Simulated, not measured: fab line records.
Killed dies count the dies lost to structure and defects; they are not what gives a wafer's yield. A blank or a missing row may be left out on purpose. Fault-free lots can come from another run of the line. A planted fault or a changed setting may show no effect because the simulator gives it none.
What tool caused it? -- flow gf180mcu -- 14 lots, 42 wafers sampled, at 3 steps of a route of 602

== WHAT THE GAUGES READ, wafer by wafer ==
GF_TOP_METAL_RS_MEAS_05: the measuring method here is four-point-probe. Usual: TOP_METAL_ALCU_RS 0.0328 ohm/sq, standard deviation 0.00043.
lot,measured,on,TOP_METAL_ALCU_RS (ohm/sq),flag
L737,day 27 19:28,filmMetro-02,0.0331 0.0331 0.0328,
L738,day 27 22:50,filmMetro-03,0.0326 0.0328 0.0328,
L739,day 28 09:19,filmMetro-03,0.0329 0.0331 0.0327,
L740,day 28 23:09,filmMetro-03,0.0334 0.0323 0.0332,
L743,day 29 20:48,filmMetro-03,0.0331 0.0334 0.0325,
L745,day 30 03:13,filmMetro-02,0.0324 0.0334 0.0331,
L749,day 31 09:18,filmMetro-03,0.0329 0.0337 0.0335,
L750,day 31 16:52,filmMetro-02,0.0330 0.0332 0.0331,
L751,day 32 00:15,filmMetro-02,0.0334 0.0328 0.0332,
L752,day 32 04:48,filmMetro-03,0.0319 0.0322 0.0324,
L754,day 32 17:50,filmMetro-02,0.0328 0.0327 0.0322,
L753,day 32 21:35,filmMetro-02,0.0332 0.0331 0.0332,
L755,day 32 22:55,filmMetro-03,0.0340 0.0336 0.0331,
L756,day 33 06:01,filmMetro-03,0.0328 0.0324 0.0329,

GF_TOP_METAL_THK_MEAS_06: measures by xrf. Usual: TOP_METAL_ALCU_THK 887 nm, standard deviation 13.
lot,measured,on,TOP_METAL_ALCU_THK (nm),flag
L737,day 27 19:34,filmMetro-02,885 884 889,
L738,day 27 22:56,filmMetro-03,881 886 882,
L739,day 28 09:26,filmMetro-03,876 870 878,
L740,day 28 23:16,filmMetro-03,862 889 865,
L743,day 29 20:55,filmMetro-03,875 862 892,
L745,day 30 03:20,filmMetro-02,898 872 883,
L749,day 31 09:25,filmMetro-03,881 858 869,
L750,day 31 16:58,filmMetro-02,883 879 881,
L751,day 32 00:22,filmMetro-02,866 889 874,
L752,day 32 04:54,filmMetro-03,914 903 897,
L754,day 32 17:57,filmMetro-02,889 890 891,
L753,day 32 21:41,filmMetro-02,874 878 875,
L755,day 32 23:02,filmMetro-03,859 862 882,
L756,day 33 06:08,filmMetro-03,880 897 883,

== TOOL THAT RAN EACH LOT (tool first, then ch and the chambers of the sampled wafers, then the start) ==
lot,GF_TOP_METAL_SPUTTER_03
L737,"pvdSputter-02, day 27 19:23"
L738,"pvdSputter-02, day 27 22:46"
L739,"pvdSputter-02, day 28 09:16"
L740,"pvdSputter-03, day 28 23:06"
L743,"pvdSputter-03, day 29 20:45"
L745,"pvdSputter-03, day 30 03:11"
L749,"pvdSputter-03, day 31 09:14"
L750,"pvdSputter-04, day 31 16:47"
L751,"pvdSputter-03, day 32 00:13"
L752,"pvdSputter-02, day 32 04:43"
L754,"pvdSputter-03, day 32 17:47"
L753,"pvdSputter-03, day 32 21:28"
L755,"pvdSputter-03, day 32 22:52"
L756,"pvdSputter-03, day 33 05:59"
- GF_TOP_METAL_SPUTTER_03: material Ti, target thk 5 nm, time 3.3 s.

== WHAT THE TOOLS THEMSELVES READ (means of the sampled wafers that have a number; where no wafer has one, the mark that the record gives instead) ==
GF_TOP_METAL_SPUTTER_03. Usual: 30.1 % for throttleValvePct, sd 1.
lot,tool,throttleValvePct (%),flag
L737,pvdSputter-02,29.3,
L738,pvdSputter-02,29.8,
L739,pvdSputter-02,30.1,
L740,pvdSputter-03,31.3,
L743,pvdSputter-03,30.9,
L745,pvdSputter-03,30.7,
L749,pvdSputter-03,30.9,
L750,pvdSputter-04,29.3,
L751,pvdSputter-03,30.8,
L752,pvdSputter-02,29.5,
L754,pvdSputter-03,30.6,
L753,pvdSputter-03,30.8,
L755,pvdSputter-03,30.5,
L756,pvdSputter-03,30.0,

== THE ANSWER, worked out from the rows above alone ==
Rule: a lot is off if the mean of its wafers that have a number lies more than 3 standard deviations from the usual mean. A lot without any number at a reading at which 4 lots or more have one is off too. Where the step has rows for the other lots, those lots are counted as sound. First the gauges in route order, then the tools' own readings, where a lot's mean is used as printed above. The first step at which some lot is off is used, and at that step the reading that is off furthest; a lot without a number counts as furthest.
None of the lots is off at any reading shown; this tells nothing.

== WHAT HAD BEEN PUT IN BY THE SIMULATOR ==
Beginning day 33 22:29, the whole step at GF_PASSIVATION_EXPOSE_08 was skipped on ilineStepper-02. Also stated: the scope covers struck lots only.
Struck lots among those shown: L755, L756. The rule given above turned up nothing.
